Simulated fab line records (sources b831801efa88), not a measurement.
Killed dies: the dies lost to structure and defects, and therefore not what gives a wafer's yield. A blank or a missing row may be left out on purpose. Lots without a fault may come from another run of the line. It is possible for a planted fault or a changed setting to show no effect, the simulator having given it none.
Chamber matching -- flow gf180mcu -- GF_STI_CMP_25 on cmp-01 has 4 sister chambers
The step polishes, stops on Si3N4, t overpolish 33 s, target thk 524.6 nm. 7 wafers are shown with their chamber, then 8 later ones without.

WAFERS, EACH WITH ITS CHAMBER
wafer,chamber,motorCurrentA (A),timeToEndpointS (s)
L144.4,1,11.1,126
L146.1,0,11.9,133
L146.4,3,11.5,126
L151.2,3,11.5,127
L151.3,2,13.5,120
L151.6,2,14.3,122
L154.3,1,11.6,124

WAFERS WITH NO CHAMBER GIVEN
wafer,motorCurrentA (A),timeToEndpointS (s)
L154.4,11.4,128
L154.6,12.0,125
L156.1,12.1,120
L156.2,12.5,125
L156.3,10.8,122
L163.1,11.7,122
L163.3,12.2,122
L163.5,12.1,122

CHAMBER TAKEN BY EACH
wafer,from the rows above,in truth
L154.4,can't be placed: 3 or 1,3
L154.6,can't be placed: 1 or 3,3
L156.1,can't be placed: 1 or 2 or 3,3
L156.2,can't be placed: 3 or 1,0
L156.3,can't be placed: 1 or 3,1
L163.1,can't be placed: 1 or 3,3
L163.3,can't be placed: 1 or 3 or 2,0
L163.5,can't be placed: 1 or 3 or 2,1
Correct placement for 0 of the 8. These rows do not allow placing 8 (true chamber among the candidates in 6). 0 placed wrongly.
How it was worked out, from the rows above alone: a wafer's distance from a chamber is the root of the sum, over the readings, of the square of ((its reading less the chamber's mean) divided by the reading's scatter). The wafer belongs to the nearest chamber; if the next one is less than 2 further off, it can't be placed. The mean given for a chamber averages the wafers shown for that chamber. The scatter is the square root of a quotient: the sum, over the shown wafers, of each reading's squared deviation from its chamber's mean, divided by wafers minus chambers.
